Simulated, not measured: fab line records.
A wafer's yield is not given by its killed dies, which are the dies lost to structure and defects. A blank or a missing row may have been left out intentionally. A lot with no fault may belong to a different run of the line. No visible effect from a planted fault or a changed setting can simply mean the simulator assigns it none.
Matching of chambers | flow sky130 | SKY_LI_CONTACT_CMP_24 on cmp-02: 4 sister chambers
The step polishes, stops on PSG, t overpolish 20 s, target thk 0 nm. 4 wafers are shown with their chamber, then 7 later ones without.

## WAFERS, EACH WITH ITS CHAMBER
wafer  | chamber | motor-current-A (A)
L726.1 | 3       | 9.8
L726.3 | 0       | 10.2
L727.3 | 1       | 10.9
L727.4 | 2       | 9.8

## WAFERS MISSING THEIR CHAMBER
wafer  | motor-current-A (A)
L727.5 | 10.5
L728.2 | 9.6
L728.3 | 10.3
L728.5 | 10.4
L731.2 | 10.1
L731.4 | 8.9
L731.5 | 10.8

## CHAMBER TAKEN BY EACH
wafer  | from the rows above               | in truth
L727.5 | can't be placed: 0 or 1 or 2 or 3 | 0
L728.2 | can't be placed: 2 or 3 or 0      | 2
L728.3 | can't be placed: 0 or 2 or 3 or 1 | 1
L728.5 | can't be placed: 0 or 1 or 2 or 3 | 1
L731.2 | can't be placed: 0 or 2 or 3 or 1 | 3
L731.4 | can't be placed: 2 or 3 or 0      | 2
L731.5 | can't be placed: 1 or 0           | 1
0 of 7 placed correctly. Can't be placed from these rows: 7 (the true chamber is among the candidates in 7). 0 placed wrongly.
How it was worked out, from the rows above alone: a wafer's distance from a chamber is the root of the sum, over the readings, of the square of ((its reading less the chamber's mean) divided by the reading's scatter). The wafer belongs to the nearest chamber; if the next one is less than 2 further off, it can't be placed. For every chamber, the mean is computed from those of its wafers that are shown. The scatter: root of mean squared gap, hidden wafer to nearest shown wafer, with one shown wafer a chamber.
